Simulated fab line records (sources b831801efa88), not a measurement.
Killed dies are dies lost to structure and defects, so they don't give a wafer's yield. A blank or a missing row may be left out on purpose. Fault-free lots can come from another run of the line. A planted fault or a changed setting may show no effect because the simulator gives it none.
A struck lot beside a sound one    flow sky130    15 out of 708 route steps
Sound: these wafers, L437.1, L437.2, L437.5. The struck wafers were L444.4, L444.5, L444.6. The cause is named last.
For every step that has rows: the tool of each side, followed by ch and its chambers, followed by its first start. Under that, the readings that differ: sound wafers    struck wafers    difference of the means    sigmas: that difference in standard deviations of wafers without a fault.
alike: a reading whose means differ by less than 2 such deviations, as well as words and numbers matching on both sides. not compared: withheld readings; readings where some wafer has no value; bounds like >300 that might hide an equal value; numbers whose values overlap and for which the record gives no deviation.
The two part at a step that has a row with sigmas, a row that says differs or no value, or rows on one side only. When numbers do not overlap yet have no deviation, they are printed without sigmas and do not part them. A reading that every wafer of one side lacks parts them only if that side has two wafers or more.

first, 5 steps without rows for these wafers: SKY_LI_CONTACT_COAT_07 (resist thk 450 nm); SKY_LI_CONTACT_SOFTBAKE_08 (time 90 s); SKY_LI_CONTACT_EXPOSE_09 (exposes mask LICM1, target cd 170 nm); SKY_LI_CONTACT_PEB_10; SKY_LI_CONTACT_DEVELOP_11 (develop time 60 s).
SKY_LI_CONTACT_CD_MEAS_12: target cd 170 nm.
  sound: cdSem-02 at day 31 18:19; struck: cdSem-02 at day 33 11:40
  alike: cdNm
SKY_LI_CONTACT_OVL_MEAS_13:
  sound: overlay-01 at day 31 18:26; struck: overlay-01 at day 33 11:45
  alike: LI_CONTACT_OVL
SKY_LI_CONTACT_ETCH_14: etches BARC in N2/H2, stops on SiO2, time 45.9 s, target depth 60 nm.
  sound on rieDiel-03 ch 1,2, day 31 18:29; struck on rieDiel-03 ch 1,2,3, day 33 11:46
  alike: chamberPressureMTorr, drypumpMotorCurrentA, n2FlowSccm, oesProductAu, throttleValvePct
  not compared: rfHoursCounterH
SKY_LI_CONTACT_ETCH_15: etches PSG in C4F8/O2/Ar, stops on Si, target depth 600 nm.
  sound on rieDiel-03 ch 1,2, day 31 18:31; struck on rieDiel-03 ch 1,2,3, day 33 11:49
  alike: chamberPressureMTorr, oesProductAu
SKY_LI_CONTACT_STRIP_16: strips in O2/N2.
  sound on plasmaAsher-04 ch 0,1, day 31 18:36; struck on plasmaAsher-01 ch 0,1, day 33 11:56
  alike: chamberPressureMTorr, drypumpMotorCurrentA, n2FlowSccm, oesProductAu, stripTimeToEndpointS
  not compared: rfHoursCounterH
then, 2 steps without rows for these wafers: SKY_LI_CONTACT_CLEAN_17 (cleans in NMP, time 600 s); SKY_LI_CONTACT_PRE_CLEAN_18 (time 5.6 s).
SKY_LI_CONTACT_SPUTTER_19: material Ti, target thk 20 nm, time 106.37 s.
  sound: pvdSputter-02 at day 31 18:54; struck: pvdSputter-02 at day 33 12:11
reading                                       sound             struck             difference  sigmas
model.Ti_of_LI_CONTACT_SPUTTER_19.thkNm (nm)  19.27 19.4 19.59  15.36 15.59 15.53  -3.93       
  alike: cathodeDcPowerW, throttleValvePct
SKY_LI_CONTACT_SPUTTER_20: material TiN, target thk 20 nm, time 80 s.
  sound: pvdSputter-02 at day 31 18:59; struck: pvdSputter-02 at day 33 12:16
  alike: cathodeDcPowerW, throttleValvePct
-- the record jumps here: 15 days lie between the struck wafers' starts before and after (it left off in module LI_CONTACT and takes up again in module PAD_OPEN, whose first step shown is number 708 of the route) --
SKY_PAD_OPEN_PROBE_99:
  sound: prober-02 at day 47 15:26; struck: prober-01 at day 48 21:40
reading                      sound              struck             difference  sigmas
killed_at_M4_up              7 5 3              1 2 1              -4          -2
model.etest.liconPoly.rcOhm  152.6 148.9 155.1  159.5 157.3 158.8  +6.3        
  alike: killed_at_M0_to_M3, killedAtContacts, killedAtFrontEnd, killedAtOther, killedDies, killedOpen, killedShort
  not compared: model.etest.liconNdiff.rcOhm

== WHERE THEY PART ==
At SKY_PAD_OPEN_PROBE_99 and nowhere else, as far as this record goes.

WHY: whatever the simulator had introduced
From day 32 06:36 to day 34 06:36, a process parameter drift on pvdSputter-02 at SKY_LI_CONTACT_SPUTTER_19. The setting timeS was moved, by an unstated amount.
